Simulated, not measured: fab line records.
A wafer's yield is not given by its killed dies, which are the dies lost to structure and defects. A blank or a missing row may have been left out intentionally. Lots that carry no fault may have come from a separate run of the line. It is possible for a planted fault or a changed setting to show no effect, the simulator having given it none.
Which tool was responsible? :: flow gf180mcu :: 18 wafers sampled from 6 lots at 1 step of a route of 602

## WHAT THE GAUGES SHOWED, per wafer
GF_V4_THK_MEAS_01.
lot: L628
measured: day 24 13:52
on: filmMetro-02
V4_CVD_00_THK (nm): 597 592 600

lot: L630
measured: day 25 10:50
on: filmMetro-04
V4_CVD_00_THK (nm): 601 598 610

lot: L634
measured: day 26 16:35
on: filmMetro-03
V4_CVD_00_THK (nm): 602 599 602

lot: L638
measured: day 27 18:17
on: filmMetro-04
V4_CVD_00_THK (nm): 602 593 598

lot: L645
measured: day 29 20:46
on: filmMetro-03
V4_CVD_00_THK (nm): 610 605 604

lot: L648
measured: day 30 13:21
on: filmMetro-04
V4_CVD_00_THK (nm): 602 595 600

## EACH LOT AND THE TOOL THAT RAN IT (in order: tool; ch and the chambers of the sampled wafers; start)
No process step before these readings appears in the record.

## THE ANSWER, worked out from the rows above alone
Rule: usual is defined by the lots themselves. Put in order of their means at a reading, lots are off if they are a third of the lots or fewer, leave a main group of 4 or more, and stand apart from it by a gap of 3 or more times the standard deviation of the main group's means; of several such gaps the widest counts. The tables above print the reading to a certain number of digits; a main group whose means all agree to those digits is not used. Also off: a lot with no number at a reading for which 4 or more lots have one. All remaining lots with rows at the step are treated as sound.
None of the lots is off at any reading shown; this tells nothing.

## WHAT HAD BEEN PUT IN BY THE SIMULATOR
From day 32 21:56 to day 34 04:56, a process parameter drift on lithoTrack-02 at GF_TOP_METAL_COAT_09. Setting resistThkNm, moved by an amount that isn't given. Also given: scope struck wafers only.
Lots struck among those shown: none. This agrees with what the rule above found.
